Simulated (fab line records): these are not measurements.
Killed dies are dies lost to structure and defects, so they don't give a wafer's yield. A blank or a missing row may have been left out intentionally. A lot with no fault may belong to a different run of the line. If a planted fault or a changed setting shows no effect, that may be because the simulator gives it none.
The same fault as seen by 2 desks    flow sky130    each desk holds nothing but its own numbers, with what lay behind them at the end

## FROM THE METROLOGY DESK
Lot by lot, what the gauges showed, no matter which tool ran the lot: averages of those sampled wafers that carry a number. The brackets show how far a lot's mean lies from the usual mean; more than 4 standard deviations puts the lot out of limits, marked OUT.
Columns: A = GATE_OXIDE_TW at SKY_GATE_OXIDE_TW_MEAS_14, usual 226.3; B = cd nm at SKY_METAL1_CD_MEAS_15, usual 139.8 nm; C = VIA1_HDPCVD_THK at SKY_VIA1_THK_MEAS_01, usual 1030 nm
lot   first seen here  A                 B      C
L172  day 14 17:32     227.3             136.9  1014
L170  day 14 17:40     224.0             140.4  1005
L173  day 14 17:58     227.8             141.6  1003
L174  day 16 19:58     224.8             138.0  1033
L176  day 16 21:26     226.6             141.3  1038
L178  day 17 00:29     224.9             139.2  1041
L179  day 17 06:36     229.1             139.6  1017
L181  day 17 12:41     224.7             137.9  1040
L183  day 18 06:16     228.1             141.6  1010
L185  day 19 04:04     225.9             141.8  1037
L190  day 21 02:49     234.5 (+5.8) OUT  142.6  1047
L191  day 21 12:24     234.3 (+5.7) OUT  142.2  1033
Per this desk, out of limits: L190, L191; the first was L190, day 21 02:49 (GATE_OXIDE_TW at SKY_GATE_OXIDE_TW_MEAS_14). Within limits: L172, L170, L173, L174, L176, L178, L179, L181, L183, L185.

## THE TOOL OWNER'S DESK: implanter-04
The tool's own readings at SKY_GATE_OXIDE_IMPLANT_11, given as means over the sampled wafers that have a number, one for each lot that went through this tool. The brackets show how far a lot's mean lies from the usual mean; more than 4 standard deviations puts the lot out of limits, marked OUT.
Columns: A = beam on s at SKY_GATE_OXIDE_IMPLANT_11, usual 10.02 s; B = faraday current uA at SKY_GATE_OXIDE_IMPLANT_11, usual 14.89
lot   first seen here  A                 B
L170  day 14 17:20     9.99              14.91
L174  day 16 19:38     9.90              15.06
L176  day 16 21:05     10.04             14.84
L178  day 17 00:08     10.11             14.80
L179  day 17 06:16     10.07             14.78
L181  day 17 12:20     10.02             14.89
L190  day 21 02:28     11.58 (+8.2) OUT  12.89 (-7.2) OUT
L191  day 21 12:03     11.55 (+8.1) OUT  12.88 (-7.2) OUT
This desk's finding: out of limits on L190, L191; first on L190, day 21 02:28 (beam on s at SKY_GATE_OXIDE_IMPLANT_11). Within limits: L170, L174, L176, L178, L179, L181.

## TAKEN TOGETHER
An alarm could have come from the tool owner's desk at day 21 02:28, on L190, L191.
On L190, L191, the metrology desk was in a position to raise an alarm at day 21 02:49.
On implanter-04, each named lot ran SKY_GATE_OXIDE_IMPLANT_11.

## WHAT THE SIMULATOR HAD INSERTED
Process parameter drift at SKY_GATE_OXIDE_IMPLANT_11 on implanter-04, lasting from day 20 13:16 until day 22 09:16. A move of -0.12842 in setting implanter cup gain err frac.
Shown lots that were struck: L190, L191.
Counting hours from when the fault started, the first reading out of limits came at 13 for the tool owner's desk and at 14 for the metrology desk.
